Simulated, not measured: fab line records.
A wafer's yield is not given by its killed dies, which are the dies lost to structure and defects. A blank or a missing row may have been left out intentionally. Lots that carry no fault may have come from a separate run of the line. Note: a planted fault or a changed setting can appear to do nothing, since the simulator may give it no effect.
fab line records	flow gf180mcu
[record] lots = 5	wafers = 15	last_day = 33
route steps=602 shown TOP_METAL@585 PASSIVATION@587
lots that met no fault: taken from a fault-free run of the same line
start_h: hours from the record's first day to the start of the lot's first wafer shown	wait_h: hours since the lot's step before	" identical to the entry in the row above	L1.1+2: a row that stands for several wafers	- no value, or no start was given	* or withheld: withheld	< > ~ a bound
route shown NAME@n: NAME is a module with steps in the file, n the number in the route of the first one	usual: mean/standard deviation of fault-free wafers	same: alike in all rows	chamber/n: place in a boat	sites: per-site readings	_std_site: the standard deviation of these	_edge_site: inner sites' mean taken away from outer sites' mean	radius_mm: for every site, how far away it sits from the centre of the wafer	mask NAME#n: copy n	behind: the tool/chamber that last shaped the wafer	hold: what put the lot on hold/how long, in hours/how the hold closed	device: whichever transistor did not switch (one of n, p or np)	end of line: the same wafers' tests at the end of the route	a step with no rows: only its recipe	killed: the dies lost at the first sort to structure and to defects; this is not the yield of the wafer	map: per-die view of a wafer (x killed, . not killed, _ where there is no die)
set.NAME: the run value of the setting; set.NAME@STEP: its run value at that earlier step	model.NAME: the simulator's own value behind a step, which no gauge read
certain route steps with their lots: each step a table, each wafer a row
services: when a tool's chamber went out of use (start_h, in hours from the record's first day, below 0 if earlier), for how many hours, and the reason
[[steps]]
[step GF_TOP_METAL_STRIP_18]
[recipe] chemistry = post_etch_residue_remover	time_s = 1200	temp_c = 72.5
[usual] bath_guard_temp_C = 72.6/0.47
lot.wafer	tool	chamber	start_h	wait_h	bath_guard_temp_C
L074.1	wet_bench-01	2	650.92	0.1	72.2
L074.2	"	2	"	"	72.3
L074.4	"	2	"	"	72.2
L078.4	wet_bench-03	1	684.49	0.0	73.0
L078.5	"	1	"	"	72.9
L078.6	"	1	"	"	73.0
L081.2	wet_bench-03	3	702.27	0.1	72.8
L081.3	"	3	"	"	72.9
L081.4	"	3	"	"	72.6
L085.2	wet_bench-03	3	734.86	0.1	72.8
L085.5	"	3	"	"	72.6
L085.6	"	3	"	"	73.0
L092.2	wet_bench-01	1	781.14	0.1	72.0
L092.4	"	1	"	"	72.3
L092.5	"	1	"	"	72.6
[step GF_TOP_METAL_CLEAN_19]
[recipe] chemistry = DIW	dry = n2_spin
lot.wafer	tool	chamber	start_h	wait_h
L074.1+2+4	wet_bench-04	3	651.26	0.0
L078.4+5+6	wet_bench-04	1	684.86	0.0
L081.2+3+4	wet_bench-01	3	702.65	0.0
L085.2+5+6	wet_bench-04	0	735.31	0.0
L092.2+4+5	wet_bench-03	0	781.52	0.0
[step GF_PASSIVATION_CVD_00]
[recipe] material = SiO2	target_thk_nm = 1000	precursor = TEOS	temp_c = 400	time_s = 111.95	rf_w = 600
[usual] heater_power_w = 617/77
lot.wafer	tool	chamber	start_h	wait_h	heater_power_w
L074.1	pecvd-04	0	651.36	0.0	742
L074.2	"	1	"	"	651
L074.4	"	0	"	"	604
L078.4	pecvd-04	0	684.99	0.0	607
L078.5	"	1	"	"	689
L078.6	"	2	"	"	610
L081.2	pecvd-01	2	702.74	0.0	563
L081.3	"	0	"	"	607
L081.4	"	0	"	"	472
L085.2	pecvd-01	2	735.41	0.0	519
L085.5	"	0	"	"	570
L085.6	"	1	"	"	574
L092.2	pecvd-01	2	781.61	0.0	586
L092.4	"	1	"	"	729
L092.5	"	0	"	"	550
[step GF_PASSIVATION_THK_MEAS_01]
[recipe] reads = SiO2_of_PASSIVATION_CVD_00
[usual] PASSIVATION_CVD_00_THK = 1000/17
lot.wafer	tool	chamber	start_h	wait_h	PASSIVATION_CVD_00_THK[nm]
L074.1	film_metro-02	-	651.44	0.0	972
L074.2	"	-	"	"	989
L074.4	"	-	"	"	1001
L078.4	film_metro-02	-	685.06	0.0	1001
L078.5	"	-	"	"	1016
L078.6	"	-	"	"	1033
L081.2	film_metro-02	-	702.83	0.0	970
L081.3	"	-	"	"	994
L081.4	"	-	"	"	993
L085.2	film_metro-01	-	735.50	0.0	981
L085.5	"	-	"	"	1012
L085.6	"	-	"	"	1014
L092.2	film_metro-02	-	781.70	0.0	970
L092.4	"	-	"	"	974
L092.5	"	-	"	"	1004
[step GF_PASSIVATION_CVD_02]
[recipe] material = Si3N4	target_thk_nm = 700	time_s = 486.18	temp_c = 400	rf_w = 450
[usual] heater_power_w = 669/73
lot.wafer	tool	chamber	start_h	wait_h	heater_power_w
L074.1	pecvd-01	2	651.50	0.1	612
L074.2	"	0	"	"	598
L074.4	"	2	"	"	643
L078.4	pecvd-01	0	685.24	0.2	614
L078.5	"	2	"	"	576
L078.6	"	1	"	"	616
L081.2	pecvd-04	1	702.88	0.0	730
L081.3	"	0	"	"	736
L081.4	"	0	"	"	771
L085.2	pecvd-04	2	735.55	0.0	671
L085.5	"	2	"	"	689
L085.6	"	0	"	"	771
L092.2	pecvd-03	2	781.75	0.0	643
L092.4	"	0	"	"	677
L092.5	"	1	"	"	660
[step GF_PASSIVATION_THK_MEAS_03]
[recipe] reads = Si3N4_of_PASSIVATION_CVD_02
[usual] PASSIVATION_CVD_02_THK = 701/12
lot.wafer	tool	chamber	start_h	wait_h	PASSIVATION_CVD_02_THK[nm]
L074.1	film_metro-01	-	651.78	0.1	693
L074.2	"	-	"	"	673
L074.4	"	-	"	"	702
L078.4	film_metro-02	-	685.41	0.0	700
L078.5	"	-	"	"	696
L078.6	"	-	"	"	717
L081.2	film_metro-01	-	703.17	0.2	713
L081.3	"	-	"	"	684
L081.4	"	-	"	"	689
L085.2	film_metro-01	-	735.84	0.2	707
L085.5	"	-	"	"	713
L085.6	"	-	"	"	692
L092.2	film_metro-01	-	782.04	0.2	699
L092.4	"	-	"	"	708
L092.5	"	-	"	"	708
[step GF_PASSIVATION_DEHYDRATE_04]
[recipe] temp_c = 200	time_s = 60
lot.wafer	tool	chamber	start_h	wait_h
L074.1+2+4	litho_track-04	0	660.54	8.7
L078.4+5+6	litho_track-04	0	694.56	9.1
L081.2+3+4	litho_track-02	0	712.27	9.1
L085.2+5+6	litho_track-02	0	743.32	7.5
L092.2+4+5	litho_track-01	0	789.57	7.5
[step GF_PASSIVATION_HMDS_05]
[recipe] prime_time_s = 60	prime_temp_c = 120
lot.wafer	tool	chamber	start_h	wait_h
L074.1+2+4	litho_track-04	0	660.69	0.1
L078.4+5+6	litho_track-04	0	694.71	0.1
L081.2+3+4	litho_track-02	0	712.42	0.1
L085.2+5+6	litho_track-02	0	743.47	0.1
L092.2+4+5	litho_track-01	0	789.72	0.1
[step GF_PASSIVATION_COAT_06]
[recipe] spin_rpm = 2000	resist_thk_nm = 4000
lot.wafer	tool	chamber	start_h	wait_h
L074.1+2+4	litho_track-04	0	660.84	0.1
L078.4+5+6	litho_track-04	0	694.86	0.1
L081.2+3+4	litho_track-02	0	712.57	0.1
L085.2+5+6	litho_track-02	0	743.62	0.1
L092.2+4+5	litho_track-01	0	789.87	0.1
[step GF_PASSIVATION_SOFTBAKE_07]
[recipe] temp_c = 110	time_s = withheld
lot.wafer	tool	chamber	start_h	wait_h
L074.1+2+4	litho_track-04	0	660.99	0.1
L078.4+5+6	litho_track-04	0	695.04	0.1
L081.2+3+4	litho_track-02	0	712.73	0.1
L085.2+5+6	litho_track-02	0	743.78	0.1
L092.2+4+5	litho_track-01	0	790.03	0.1
[step GF_PASSIVATION_EXPOSE_08]
[recipe] mask_id = Pad	target_cd_nm = 40000	na = 0.57	dose_mj = 310
[same] na = 0.57
lot.wafer	tool	chamber	start_h	wait_h	mask
L074.1+2+4	iline_stepper-01	0	-	-	Pad#0
L078.4+5+6	iline_stepper-02	0	-	-	Pad#0
L081.2+3+4	iline_stepper-02	0	-	-	Pad#0
L085.2+5+6	iline_stepper-01	0	-	-	Pad#0
L092.2+4+5	iline_stepper-02	0	-	-	Pad#0
[step GF_PASSIVATION_PEB_09]
[recipe] temp_c = 115	time_s = withheld
lot.wafer	tool	chamber	start_h	wait_h
L074.1+2+4	litho_track-04	0	-	-
L078.4+5+6	litho_track-04	0	-	-
L081.2+3+4	litho_track-04	0	-	-
L085.2+5+6	litho_track-04	0	-	-
L092.2+4+5	litho_track-02	0	-	-
[step GF_PASSIVATION_DEVELOP_10]
[recipe] develop_time_s = 60	dev_temp_c = 23
lot.wafer	tool	chamber	start_h	wait_h
L074.1+2+4	litho_track-04	0	-	-
L078.4+5+6	litho_track-04	0	-	-
L081.2+3+4	litho_track-04	0	-	-
L085.2+5+6	litho_track-04	0	-	-
L092.2+4+5	litho_track-02	0	-	-
[step GF_PASSIVATION_ETCH_11]
[recipe] chemistry = CF4/O2	target_depth_nm = 2040	stop_on = TiN	source_w = 800	bias_w = 150	pressure_mtorr = 150	cf4_flow_sccm = 80	O2_flow_sccm = 10	time_s = 442.2
[usual] drypump_motor_current_A = 5.7/0.34	oes_product_au = 0.997/0.0078	throttle_valve_pct = 5.969/0.0095
lot.wafer	tool	chamber	start_h	wait_h	drypump_motor_current_A	oes_product_au	rf_hours_counter_h	throttle_valve_pct
L074.1	rie_diel-01	1	670.99	-	5.6	0.996	1	5.976
L074.2	"	0	"	"	5.7	0.990	30	5.948
L074.4	"	1	"	"	5.6	0.990	-	5.963
L078.4	rie_diel-03	3	703.99	-	5.4	0.998	6	5.978
L078.5	"	2	"	"	6.3	1.007	-	5.968
L078.6	"	3	"	"	5.4	0.994	-	5.971
L081.2	rie_diel-04	3	721.39	-	5.5	1.002	9	5.970
L081.3	"	0	"	"	5.5	0.997	10	5.952
L081.4	"	2	"	"	5.9	0.997	9	5.955
L085.2	rie_diel-04	3	752.34	-	5.4	1.009	10	5.962
L085.5	"	0	"	"	5.5	1.008	-	5.969
L085.6	"	1	"	"	6.3	0.996	-	5.976
L092.2	rie_diel-03	3	797.59	-	5.5	0.992	11	5.956
L092.4	"	2	"	"	6.2	1.005	18	5.965
L092.5	"	0	"	"	5.2	1.014	-	5.979
[step GF_PASSIVATION_STRIP_12]
[recipe] chemistry = O2/N2	power_w = 1400	pressure_mtorr = 1500	platen_temp_c = 250	o2_flow_sccm = 3000	n2_flow_sccm = 300	overash_fraction = 0.5
[usual] drypump_motor_current_A = 5.8/0.35	heater_power_w = 347/29	oes_product_au = 0.719/0.0047	strip_time_to_endpoint_s = 33.22/0.27
lot.wafer	tool	chamber	start_h	wait_h	drypump_motor_current_A	heater_power_w	oes_product_au	rf_hours_counter_h	strip_time_to_endpoint_s
L074.1	plasma_asher-04	1	671.39	0.3	5.9	372	0.717	105	33.46
L074.2	"	0	"	"	5.5	358	0.713	105	33.44
L074.4	"	1	"	"	5.9	378	0.716	-	33.15
L078.4	plasma_asher-03	1	704.29	0.2	6.3	341	0.722	-	33.42
L078.5	"	0	"	"	5.5	366	0.721	-	33.12
L078.6	"	1	"	"	6.3	355	0.717	-	33.55
L081.2	plasma_asher-04	1	721.66	0.1	5.9	369	0.718	110	32.59
L081.3	"	1	"	"	5.9	372	0.719	-	33.03
L081.4	"	0	"	"	5.5	355	0.721	-	33.09
L085.2	plasma_asher-04	1	752.61	0.1	5.9	352	0.717	1	32.61
L085.5	"	1	"	"	5.9	365	0.718	-	32.84
L085.6	"	0	"	"	5.5	367	0.719	-	33.24
L092.2	plasma_asher-04	0	797.86	0.1	5.5	362	0.720	6	33.43
L092.4	"	0	"	"	5.5	361	0.719	-	32.94
L092.5	"	1	"	"	5.9	349	0.705	-	32.59
[step GF_PASSIVATION_ANNEAL_13]
[recipe] temp_c = 400	time_s = 1800	ambient = N2/H2	idle_temp_c = 300	ramp_up_c_per_min = 10	ramp_down_c_per_min = 3
lot.wafer	tool	chamber	start_h	wait_h
L074.1+2+4	furnace-01	0	671.89	0.5
L078.4+5+6	furnace-01	0	704.36	0.0
L081.2+3+4	furnace-01	0	721.76	0.1
L085.2+5+6	furnace-02	0	752.71	0.1
L092.2+4+5	furnace-02	0	797.96	0.1
[step GF_PASSIVATION_BOW_MEAS_14]
[recipe] mode = bow
[usual] PASSIVATION_BOW = 138/11
lot.wafer	tool	chamber	start_h	wait_h	PASSIVATION_BOW[um]
L074.1	film_metro-03	-	673.39	0.0	139
L074.2	"	-	"	"	131
L074.4	"	-	"	"	139
L078.4	film_metro-01	-	705.92	0.1	134
L078.5	"	-	"	"	138
L078.6	"	-	"	"	134
L081.2	film_metro-02	-	723.28	0.0	128
L081.3	"	-	"	"	112
L081.4	"	-	"	"	112
L085.2	film_metro-02	-	754.23	0.0	155
L085.5	"	-	"	"	156
L085.6	"	-	"	"	155
L092.2	film_metro-03	-	799.48	0.0	151
L092.4	"	-	"	"	140
L092.5	"	-	"	"	140
[[services]]
tool	chamber	start_h	hours	kind
rie_diel-03	1	630.14	6.0	repair
furnace-02	-	642.49	2.7	pm
iline_stepper-02	-	646.10	17.0	repair
iline_stepper-01	-	663.09	1.7	pm
furnace-02	-	664.08	16.1	pm
rie_diel-04	3	675.81	2.4	repair
iline_stepper-02	-	677.43	0.5	repair
iline_stepper-01	-	682.69	4.3	pm
plasma_asher-04	-	682.94	13.9	repair
wet_bench-01	-	689.82	4.2	repair
iline_stepper-02	-	689.93	1.7	pm
rie_diel-04	-	690.12	2.8	pm
rie_diel-03	-	707.69	2.8	pm
furnace-01	-	715.70	4.6	pm
plasma_asher-04	-	733.75	9.0	pm
furnace-01	-	734.42	4.4	repair
iline_stepper-02	-	737.35	0.5	repair
furnace-02	-	739.59	2.5	pm
rie_diel-03	0	739.86	14.3	repair
pecvd-04	1	741.78	12.2	repair
pecvd-04	0	742.90	10.5	repair
plasma_asher-04	-	743.28	2.1	repair
iline_stepper-02	-	766.24	4.4	pm
pecvd-01	-	779.02	1.9	repair
[[key]]
fault none
